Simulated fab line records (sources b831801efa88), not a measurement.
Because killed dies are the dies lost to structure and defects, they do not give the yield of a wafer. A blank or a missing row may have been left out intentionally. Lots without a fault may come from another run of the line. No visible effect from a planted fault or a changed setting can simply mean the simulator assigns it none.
Matching of chambers / flow sky130 / 4 sister chambers for SKY_VIA4_ETCH_12 on rie diel-04
The step etches SiO2 in C4F8/O2/Ar, stops on TiN, target depth 580 nm. 8 wafers are shown with their chamber, then 12 later ones without.

## WAFERS PAIRED WITH THEIR CHAMBERS
wafer=L085.5; chamber=1; oes product au (a.u.)=0.920
wafer=L085.6; chamber=2; oes product au (a.u.)=0.930
wafer=L091.1; chamber=2; oes product au (a.u.)=0.919
wafer=L091.2; chamber=1; oes product au (a.u.)=0.919
wafer=L091.3; chamber=0; oes product au (a.u.)=0.928
wafer=L091.4; chamber=3; oes product au (a.u.)=0.929
wafer=L091.5; chamber=3; oes product au (a.u.)=0.925
wafer=L091.6; chamber=0; oes product au (a.u.)=0.925

## WAFERS WITH NO CHAMBER GIVEN
wafer=L092.1; oes product au (a.u.)=0.931
wafer=L092.2; oes product au (a.u.)=0.929
wafer=L092.5; oes product au (a.u.)=0.927
wafer=L093.1; oes product au (a.u.)=0.918
wafer=L093.2; oes product au (a.u.)=0.924
wafer=L093.3; oes product au (a.u.)=0.923
wafer=L093.4; oes product au (a.u.)=0.928
wafer=L093.5; oes product au (a.u.)=0.921
wafer=L093.6; oes product au (a.u.)=0.927
wafer=L097.2; oes product au (a.u.)=0.925
wafer=L097.3; oes product au (a.u.)=0.917
wafer=L097.5; oes product au (a.u.)=0.923

## WHICH CHAMBER EACH ONE RAN IN
wafer=L092.1; from the rows above=can't be placed: 3 or 0 or 2 or 1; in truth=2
wafer=L092.2; from the rows above=can't be placed: 3 or 0 or 2 or 1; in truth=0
wafer=L092.5; from the rows above=can't be placed: 3 or 0 or 2 or 1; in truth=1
wafer=L093.1; from the rows above=can't be placed: 1 or 2 or 0 or 3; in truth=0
wafer=L093.2; from the rows above=can't be placed: 2 or 0 or 3 or 1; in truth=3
wafer=L093.3; from the rows above=can't be placed: 2 or 0 or 1 or 3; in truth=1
wafer=L093.4; from the rows above=can't be placed: 3 or 0 or 2 or 1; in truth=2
wafer=L093.5; from the rows above=can't be placed: 1 or 2 or 0 or 3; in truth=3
wafer=L093.6; from the rows above=can't be placed: 3 or 0 or 2 or 1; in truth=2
wafer=L097.2; from the rows above=can't be placed: 2 or 0 or 3 or 1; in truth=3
wafer=L097.3; from the rows above=can't be placed: 1 or 2 or 0 or 3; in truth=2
wafer=L097.5; from the rows above=can't be placed: 2 or 0 or 1 or 3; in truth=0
Placed correctly: 0 of 12. Cannot be placed on the basis of these rows: 12; the candidates contain the true chamber in 12. Placed wrongly: 0.
How it was worked out, from the rows above alone: a wafer's distance from a chamber is the root of the sum, over the readings, of the square of ((its reading less the chamber's mean) divided by the reading's scatter). The wafer belongs to the nearest chamber; if the next one is less than 2 further off, it can't be placed. Each chamber's mean is taken over the wafers shown for it. How the scatter is found: for the shown wafers, subtract from each reading the mean of its chamber, square and add these, divide the total by (wafers less chambers), then take the root.
